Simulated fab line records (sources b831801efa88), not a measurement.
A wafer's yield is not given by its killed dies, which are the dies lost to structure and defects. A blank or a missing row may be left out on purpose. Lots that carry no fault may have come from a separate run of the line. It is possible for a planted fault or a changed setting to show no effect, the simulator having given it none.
Struck lot and sound lot, side by side | flow sky130 | 15 out of 708 route steps
Sound: these wafers, L539.1, L539.3, L539.5. Wafers struck: L550.1, L550.3, L550.6. Last of all comes the cause.
For every step that has rows: the tool of each side, followed by ch and its chambers, followed by its first start. Under that, the readings that differ: sound wafers | struck wafers | difference of the means | sigmas: that difference in standard deviations of wafers without a fault.
alike: a reading whose means differ by less than 2 such deviations, as well as words and numbers matching on both sides. not compared: withheld readings; readings where some wafer has no value; bounds like >300 that might hide an equal value; numbers whose values overlap and for which the record gives no deviation.
Wherever a step has rows on one side only, a row that says differs or no value, or a row with sigmas, the two part there. Non-overlapping numbers with no deviation appear without sigmas and do not part them. Lack of a reading on every wafer of one side parts them only where that side has two or more wafers.

SKY_RES_XHIGH_STRIP_08: strips in O2/N2.
  sound on plasma asher-04 ch 0,1, day 28 16:20; struck on plasma asher-03 ch 0,1, day 32 21:11
  alike: drypump motor current A, oes product au, strip time to endpoint s
  not compared: rf hours counter h
SKY_RES_XHIGH_TW_MEAS_09:
  sound: film metro-02 at day 28 16:26; struck: film metro-04 at day 32 21:17
  alike: RES_XHIGH_TW
then, 7 steps without rows for these wafers: SKY_SD_N_DEHYDRATE_00 (time 60 s); SKY_SD_N_HMDS_01 (prime time 60 s); SKY_SD_N_COAT_02 (resist thk 1140 nm); SKY_SD_N_SOFTBAKE_03 (time 60 s); SKY_SD_N_EXPOSE_04 (exposes mask NSDM, target cd 380 nm); SKY_SD_N_PEB_05; SKY_SD_N_DEVELOP_06 (develop time 60 s).
SKY_SD_N_CD_MEAS_07: target cd 380 nm.
  sound: cd sem-01 at day 29 20:17; struck: cd sem-02 at day 33 23:29
  alike: cd nm
SKY_SD_N_OVL_MEAS_08:
  sound: overlay-01 at day 29 20:25; struck: overlay-01 at day 33 23:37
  alike: SD_N_OVL
after that, 1 step had no rows for these wafers: SKY_SD_N_IMPLANT_09.
SKY_SD_N_IMPLANT_10:
  sound on implanter-03 ch 0, day 29 20:35; struck on implanter-03 ch 0, day 33 23:47
  reading                   | sound                | struck               | difference | sigmas
  beam energy keV           | 19.999 19.991 20.003 | 21.133 21.142 21.148 | +1.143     | +99 or more
  model.implant.rp nm (nm)  | 28.45 28.45 28.45    | 30.33 30.33 30.33    | +1.88      |
  model.implant.drp nm (nm) | 13 13 13             | 13.44 13.44 13.44    | +0.44      |
  alike: end station pressure torr
SKY_SD_N_STRIP_11: strips in O2/N2.
  sound on plasma asher-03 ch 1, day 29 20:44; struck on plasma asher-02 ch 0,1, day 33 23:56
  alike: drypump motor current A, oes product au, strip time to endpoint s
  not compared: rf hours counter h
SKY_PAD_OPEN_PROBE_99:
  the record holds rows for the sound wafers here (prober-01, day 47 03:01) but none for the struck ones

WHERE THEY PART
Last at SKY_PAD_OPEN_PROBE_99 as far as this record goes, first at SKY_SD_N_IMPLANT_10.

WHY: what the simulator had put in
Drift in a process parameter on implanter-03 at SKY_SD_N_IMPLANT_10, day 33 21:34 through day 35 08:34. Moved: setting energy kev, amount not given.
